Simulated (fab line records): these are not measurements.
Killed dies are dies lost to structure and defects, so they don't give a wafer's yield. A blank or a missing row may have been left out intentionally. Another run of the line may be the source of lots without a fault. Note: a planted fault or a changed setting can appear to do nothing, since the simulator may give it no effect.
8D (eight disciplines) problem report, filled in by code -- flow sfq-line -- the parts of the form that need people (team, actions taken, sign-off) are left out

1. PROBLEM STATEMENT
Mean of time-to-endpoint-s at SFQ_TRILAYER_I4_CMP_CMP_100: 250 s across 4 wafers in 3 lots; on wafers with no fault it is 215 s (standard deviation 6.7). Measured from the usual mean, that is +5.1 standard deviations.
The step: polishes SiO2.
The first sign was on wafer L933.6 at day 55 19:28, on cmp-01. Wafers with a number at this step in the record: 44, from 15 lots. Rule for "out", or "out of limits": more than 4 standard deviations from the usual mean. The other wafers with a number count as sound.

2. WHAT IT IS, AND WHAT IT ISN'T
question,is,is not
which readings at this step,time-to-endpoint-s,motor-current-A
which lots,"L933, L934, L935","L923, L924, L925, L926, L936, L937, L940, L942, L943, L944, L945, L946"
which wafers of those lots,"L933.6, L934.6, L935.5, L935.6","L933.1, L934.3, L934.4, L935.4"
read on which tools,cmp-01,cmp-02
when,from day 55 19:28,"up to then (13 sound wafers); but 27 sound wafers of L934, L935, L936, L937, L940, L942, L943, L944, L945, L946 came after"

3. SUSPECTS, AND WHAT RULES EACH OUT
Counting: any tool at a process step up to the reading remains a suspect provided it ran every lot that is out. Sound lots after the first of them don't rule it out here, since some wafers of a struck lot are sound.
- cmp-01 at SFQ_TRILAYER_I4_CMP_CMP_100 (polishes SiO2): kept. It ran every lot that is out, first L933 (day 55 18:28); its last sound lot up to then is L926 (day 50 13:00). Its own time-to-endpoint-s readings are out on those wafers.
Remaining after the count: cmp-01 at SFQ_TRILAYER_I4_CMP_CMP_100.

4. THE CAUSE (what the simulator had put in)
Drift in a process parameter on cmp-01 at SFQ_TRILAYER_I4_CMP_CMP_100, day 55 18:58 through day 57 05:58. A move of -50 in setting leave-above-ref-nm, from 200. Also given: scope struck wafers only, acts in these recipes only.
After counting, this tool was the only one left.

5. THE EFFECT CHAIN, in route order
Each row: a reading whose mean over the struck wafers that have a number lies more than 3 standard deviations from the usual. Only readings for which the record gives a usual standard deviation are gone through. hours: the time from each lot's start at the first step in this table that gives one to its start at this step, as a median over the lots. sigmas: the change in usual standard deviations.
hours,step,reading,usual,on struck wafers,change,sigmas
0,SFQ_TRILAYER_I4_CMP_CMP_100,time-to-endpoint-s,215 s,250,+34,+5.1
2,SFQ_TRILAYER_I4_METRO_MEASURE_101,thk-nm,200.1 nm,149.5,-50.6,-53
5,SFQ_TRILAYER_I4_VIA_ETCH_VIA_ETCH_106,oes-product-au,0.855 a.u.,0.734,-0.121,-24
Process steps it contains:
- SFQ_TRILAYER_I4_CMP_CMP_100: polishes SiO2.
- SFQ_TRILAYER_I4_METRO_MEASURE_101
- SFQ_TRILAYER_I4_VIA_ETCH_VIA_ETCH_106: etches SiO2 in CHF3, stops on Nb, target depth 260 nm.

6. HOW IT WOULD HAVE BEEN CAUGHT EARLIER
First out-of-limits reading in this record: day 55 19:28, which is 0 hours after fault onset at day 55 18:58.
